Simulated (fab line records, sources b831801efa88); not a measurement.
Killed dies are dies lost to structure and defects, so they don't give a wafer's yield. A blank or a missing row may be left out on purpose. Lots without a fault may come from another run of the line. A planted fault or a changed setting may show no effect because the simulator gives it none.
Problem report in the 8D (eight disciplines) form, filled by code | flow gf180mcu | the parts of the form that need people (team, actions taken, sign-off) are left out

1. THE PROBLEM
PASSIVATION_CVD_00_THK at GF_PASSIVATION_THK_MEAS_01 reads a mean of 1112 nm on 6 wafers of 2 lots; wafers without a fault read 1004 nm with a standard deviation of 13. That is +8.3 standard deviations from the usual mean.
First seen on wafer L424.3, day 32 03:14, on film_metro-03. The record holds 36 wafers of 12 lots with a number at this step. Rule for "out", or "out of limits": more than 4 standard deviations from the usual mean. The other wafers with a number count as sound.

2. WHAT IT IS AND WHAT IT IS NOT
question                    | is                           | is not
which readings at this step | PASSIVATION_CVD_00_THK       | -
which lots                  | L424, L428                   | L412, L414, L415, L416, L417, L418, L420, L431, L432, L434
which wafers of those lots  | all that have a number       | -
read on which gauges        | film_metro-02, film_metro-03 | film_metro-04
when                        | from day 32 03:14            | up to then (21 sound wafers); but 9 sound wafers of L431, L432, L434 came after

3. SUSPECTS, AND WHAT RULES EACH OUT
Counting: a tool at a process step up to the reading stays a suspect if it ran every lot that is out and no sound lot after the first of them.
- the gauge at GF_PASSIVATION_THK_MEAS_01: ruled out. The wafers that are out were read on 2 gauges (film_metro-02, film_metro-03).
- rie_diel-02 at GF_V5_ETCH_16 (etches BARC in N2/H2): ruled out as a lasting fault. Sound lots L432, L434 ran on it after its first lot that is out, L424 (day 31 06:21).
- pvd_sputter-02 at GF_TOP_METAL_SPUTTER_02 (material AlCu, target thk 900 nm, time 47.82 s): ruled out as a lasting fault. Sound lots L432 ran on it after its first lot that is out, L424 (day 31 08:13).
- pecvd-03 at GF_PASSIVATION_CVD_00 (deposits SiO2 from TEOS, target thk 1000 nm, time 111.95 s): kept. It ran every lot that is out, first L424 (day 32 03:08), and no sound lot after that; its last sound lot up to then is L420 (day 31 06:23). Its own readings are out on those wafers: rf_fwd_power_W.
Left after counting: pecvd-03 at GF_PASSIVATION_CVD_00.

4. THE CAUSE (what the simulator had put in)
Process parameter drift: pecvd-03, from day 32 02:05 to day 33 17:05, at GF_PASSIVATION_CVD_00. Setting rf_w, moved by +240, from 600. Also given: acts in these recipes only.
Counting left only this tool.

5. THE CHAIN OF EFFECTS, in route order
Each row: a reading whose mean over the struck wafers that have a number lies more than 3 standard deviations from the usual. Only readings for which the record gives a usual standard deviation are gone through. hours: the time from each lot's start at the first step in this table that gives one to its start at this step, as a median over the lots. sigmas: the change in usual standard deviations.
hours | step                       | reading                | usual   | on struck wafers | change | sigmas
0     | GF_PASSIVATION_CVD_00      | rf_fwd_power_W         | 596.0 W | 835.5            | +239.5 | +99 or more
0     | GF_PASSIVATION_THK_MEAS_01 | PASSIVATION_CVD_00_THK | 1004 nm | 1112             | +108   | +8.3
The process steps in it:
- GF_PASSIVATION_CVD_00: deposits SiO2 from TEOS, target thk 1000 nm, time 111.95 s.

6. WHAT WOULD HAVE CAUGHT IT SOONER
In this record the first reading out of limits at a measuring or inspecting step was taken at day 32 03:14, 1 hour after the fault began at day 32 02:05.
The tool's own readings at GF_PASSIVATION_CVD_00 were out on every struck wafer that the step has a row for (rf_fwd_power_W): an alarm limit on them would have fired on the first of those.
Of the lots that are out (2), L428 began GF_PASSIVATION_CVD_00 on pecvd-03 after day 32 03:14. A hold on the tool at that time would have spared it.
